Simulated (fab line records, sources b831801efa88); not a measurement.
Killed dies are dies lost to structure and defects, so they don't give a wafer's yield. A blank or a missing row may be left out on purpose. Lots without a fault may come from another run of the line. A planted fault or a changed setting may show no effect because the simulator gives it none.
Which tool did it? | flow gf180mcu | 14 lots, 42 wafers sampled, at 3 steps of a route of 602

WHAT THE GAUGES READ, wafer by wafer
GF_V5_THK_MEAS_03. Usual: V5_CVD_02_THK 1444 nm, standard deviation 19.
lot  | measured     | on            | V5_CVD_02_THK (nm) | flag
L576 | day 26 09:39 | film_metro-02 | 1420 1428 1437     |
L577 | day 26 15:57 | film_metro-02 | 1419 1416 1440     |
L579 | day 27 12:40 | film_metro-03 | 1444 1455 1441     |
L580 | day 27 21:31 | film_metro-02 | 1434 1436 1463     |
L581 | day 28 01:25 | film_metro-03 | 1425 1414 1449     |
L584 | day 28 21:16 | film_metro-02 | 1411 1436 1454     |
L589 | day 30 07:38 | film_metro-03 | 1441 1454 1456     |
L590 | day 30 17:20 | film_metro-03 | 1446 1476 1464     |
L591 | day 30 19:36 | film_metro-02 | 1440 1464 1446     |
L592 | day 31 06:38 | film_metro-01 | 1443 1463 1447     |
L593 | day 31 08:36 | film_metro-02 | 1454 1472 1464     |
L594 | day 32 01:50 | film_metro-03 | 1448 1453 1455     |
L597 | day 32 08:40 | film_metro-01 | 1443 1411 1451     |
L598 | day 32 15:59 | film_metro-01 | 1456 1446 1487     |

GF_V5_CD_MEAS_14: target cd 260 nm. Usual: cd_nm 259.4 nm, standard deviation 1.1.
lot  | measured     | on        | cd_nm (nm)        | flag
L576 | day 27 06:51 | cd_sem-01 | 262.7 261.6 261.5 |
L577 | day 27 13:03 | cd_sem-02 | 258.2 259.4 258.1 |
L579 | day 28 09:00 | cd_sem-01 | 259.7 259.2 259.7 |
L580 | day 28 17:46 | cd_sem-02 | 258.1 258.1 259.2 |
L581 | day 28 20:29 | cd_sem-01 | 260.6 260.0 261.6 |
L584 | day 29 16:54 | cd_sem-01 | 258.4 260.1 260.9 |
L589 | day 31 02:04 | cd_sem-02 | 259.1 258.7 259.4 |
L590 | day 31 11:34 | cd_sem-01 | 259.6 258.9 258.2 |
L591 | day 31 13:01 | cd_sem-01 | 260.1 259.5 258.8 |
L592 | day 31 23:46 | cd_sem-02 | 259.7 260.5 259.3 |
L593 | day 32 01:57 | cd_sem-01 | 260.3 259.8 258.6 |
L594 | day 32 18:29 | cd_sem-02 | 258.6 259.0 259.4 |
L597 | day 33 01:15 | cd_sem-02 | 257.9 257.7 258.4 |
L598 | day 33 08:06 | cd_sem-01 | 258.3 257.7 259.5 |

WHICH TOOL RAN EACH LOT (tool, then ch and the chambers of the sampled wafers, then the start)
lot  | GF_V5_CMP_04
L576 | cmp-01 ch 0,1,2, day 26 09:48
L577 | cmp-01 ch 0,1,3, day 26 16:08
L579 | cmp-01 ch 1,2,3, day 27 12:49
L580 | cmp-02 ch 1,2,3, day 27 21:35
L581 | cmp-01 ch 0,3, day 28 01:31
L584 | cmp-02 ch 0,1,2, day 28 21:19
L589 | cmp-01 ch 0,1,2, day 30 07:46
L590 | cmp-01 ch 0,1,2, day 30 17:31
L591 | cmp-02 ch 0,3, day 30 19:41
L592 | cmp-02 ch 0,1,2, day 31 06:41
L593 | cmp-02 ch 0,1,2, day 31 08:55
L594 | cmp-02 ch 0,2,3, day 32 01:54
L597 | cmp-01 ch 2,3, day 32 08:43
L598 | cmp-02 ch 0,3, day 32 16:02
- GF_V5_CMP_04: polishes SiO2.

WHAT THE TOOLS THEMSELVES READ (means of the sampled wafers that have a number; where no wafer has one, the mark that the record gives instead)
GF_V5_CMP_04. Usual: motor_current_A 11.5 A, standard deviation 1.2.
lot  | tool   | motor_current_A (A) | flag
L576 | cmp-01 | 12.1                |
L577 | cmp-01 | 12.5                |
L579 | cmp-01 | 12.7                |
L580 | cmp-02 | 10.7                |
L581 | cmp-01 | 13.2                |
L584 | cmp-02 | 11.1                |
L589 | cmp-01 | 12.5                |
L590 | cmp-01 | 12.0                |
L591 | cmp-02 | 10.9                |
L592 | cmp-02 | 11.2                |
L593 | cmp-02 | 10.8                |
L594 | cmp-02 | 10.7                |
L597 | cmp-01 | 13.0                |
L598 | cmp-02 | 10.9                |

THE ANSWER, worked out from the rows above alone
Rule: a lot is off if the mean of its wafers that have a number lies more than 3 standard deviations from the usual mean. A lot without any number at a reading at which 4 lots or more have one is off too. The other lots that the step has rows for count as sound. The gauges are gone through in route order, then the tools' own readings, and for those a lot's mean is taken as printed above. The first step at which some lot is off is used, and at that step the reading that is off furthest; a lot without a number counts as furthest.
No lot is off at any reading shown: from this, nothing can be told.

WHAT THE SIMULATOR HAD PUT IN
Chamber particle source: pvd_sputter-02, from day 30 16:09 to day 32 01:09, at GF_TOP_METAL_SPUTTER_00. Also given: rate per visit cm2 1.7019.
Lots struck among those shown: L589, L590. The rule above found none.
